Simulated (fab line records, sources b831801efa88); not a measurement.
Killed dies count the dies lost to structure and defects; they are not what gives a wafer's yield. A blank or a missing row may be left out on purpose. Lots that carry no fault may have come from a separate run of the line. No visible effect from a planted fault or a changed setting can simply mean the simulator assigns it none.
Which tool did it? || flow gf180mcu || Sampling: 11 lots, 33 wafers, 3 of 602 route steps

== WHAT EACH GAUGE READ, for each wafer ==
GF_V2_RS_MEAS_24: measurement is done with a four-point probe.
{"lot": "L238", "measured": "day 20 06:19", "on": "film-metro-03", "V2_W_RS (ohm/sq)": "0.326 0.321 0.323"}
{"lot": "L240", "measured": "day 21 06:01", "on": "film-metro-04", "V2_W_RS (ohm/sq)": "0.454 0.324 0.323"}
{"lot": "L241", "measured": "day 21 14:31", "on": "film-metro-03", "V2_W_RS (ohm/sq)": "0.440 0.321 0.445"}
{"lot": "L250", "measured": "day 24 22:08", "on": "film-metro-01", "V2_W_RS (ohm/sq)": "0.326 0.322 0.326"}
{"lot": "L251", "measured": "day 25 04:45", "on": "film-metro-04", "V2_W_RS (ohm/sq)": "0.323 0.325 0.321"}
{"lot": "L252", "measured": "day 25 10:53", "on": "film-metro-04", "V2_W_RS (ohm/sq)": "0.324 0.323 0.326"}
{"lot": "L254", "measured": "day 26 07:19", "on": "film-metro-03", "V2_W_RS (ohm/sq)": "0.328 0.331 0.326"}
{"lot": "L257", "measured": "day 27 10:05", "on": "film-metro-04", "V2_W_RS (ohm/sq)": "0.325 0.327 0.331"}
{"lot": "L258", "measured": "day 27 10:46", "on": "film-metro-03", "V2_W_RS (ohm/sq)": "0.326 0.327 0.325"}
{"lot": "L259", "measured": "day 27 19:44", "on": "film-metro-03", "V2_W_RS (ohm/sq)": "0.324 0.325 0.327"}
{"lot": "L261", "measured": "day 28 10:23", "on": "film-metro-03", "V2_W_RS (ohm/sq)": "0.324 0.325 0.322"}

== WHICH TOOL RAN EACH LOT (tool, then ch and the chambers of the sampled wafers, then the start) ==
{"lot": "L238", "GF_V1_SPUTTER_21": "pvd-sputter-03, day 18 02:25", "GF_V2_CVD_23": "cvd-w-02 ch 0,1, day 20 06:11"}
{"lot": "L240", "GF_V1_SPUTTER_21": "pvd-sputter-03, day 19 01:11", "GF_V2_CVD_23": "cvd-w-02 ch 0,1, day 21 05:54"}
{"lot": "L241", "GF_V1_SPUTTER_21": "pvd-sputter-03, day 19 11:12", "GF_V2_CVD_23": "cvd-w-02 ch 0,1, day 21 14:25"}
{"lot": "L250", "GF_V1_SPUTTER_21": "pvd-sputter-03, day 22 22:10", "GF_V2_CVD_23": "cvd-w-02 ch 0,1, day 24 22:02"}
{"lot": "L251", "GF_V1_SPUTTER_21": "pvd-sputter-02, day 23 04:00", "GF_V2_CVD_23": "cvd-w-01 ch 0,1, day 25 04:38"}
{"lot": "L252", "GF_V1_SPUTTER_21": "pvd-sputter-03, day 23 11:05", "GF_V2_CVD_23": "cvd-w-02 ch 0,1, day 25 10:44"}
{"lot": "L254", "GF_V1_SPUTTER_21": "pvd-sputter-02, day 24 08:32", "GF_V2_CVD_23": "cvd-w-01 ch 0,1, day 26 07:11"}
{"lot": "L257", "GF_V1_SPUTTER_21": "pvd-sputter-03, day 25 11:44", "GF_V2_CVD_23": "cvd-w-01 ch 0,1, day 27 09:58"}
{"lot": "L258", "GF_V1_SPUTTER_21": "pvd-sputter-04, day 25 12:26", "GF_V2_CVD_23": "cvd-w-02 ch 0,1, day 27 10:39"}
{"lot": "L259", "GF_V1_SPUTTER_21": "pvd-sputter-02, day 25 21:59", "GF_V2_CVD_23": "cvd-w-02 ch 0,1, day 27 19:37"}
{"lot": "L261", "GF_V1_SPUTTER_21": "pvd-sputter-04, day 26 14:02", "GF_V2_CVD_23": "cvd-w-02 ch 0,1, day 28 10:16"}
- GF_V1_SPUTTER_21: material Ti, target thk 15 nm, time 80.02 s.
- GF_V2_CVD_23: deposits W, target thk 350 nm, time 104.94 s.

== THE ANSWER, worked out from the rows above alone ==
Rule: usual is defined by the lots themselves. Put in order of their means at a reading, lots are off if they are a third of the lots or fewer, leave a main group of 4 or more, and stand apart from it by a gap of 3 or more times the standard deviation of the main group's means; of several such gaps the widest counts. A main group is skipped when, at the precision printed for the reading in the tables above, its means are all equal. Also off: a lot with no number at a reading for which 4 or more lots have one. Where the step has rows for the other lots, those lots are counted as sound.
Off: at GF_V2_RS_MEAS_24 (V2_W_RS), L240, L241. The main group: mean 0.325 ohm/sq, standard deviation 0.0018.
If a tool, at a process step before that reading, ran all the lots that are off and no sound lot after the first of them, it fits. The gauges at GF_V2_RS_MEAS_24 are tried like those tools. Not one of the candidates tried fits.

== WHAT THE SIMULATOR HAD INSERTED ==
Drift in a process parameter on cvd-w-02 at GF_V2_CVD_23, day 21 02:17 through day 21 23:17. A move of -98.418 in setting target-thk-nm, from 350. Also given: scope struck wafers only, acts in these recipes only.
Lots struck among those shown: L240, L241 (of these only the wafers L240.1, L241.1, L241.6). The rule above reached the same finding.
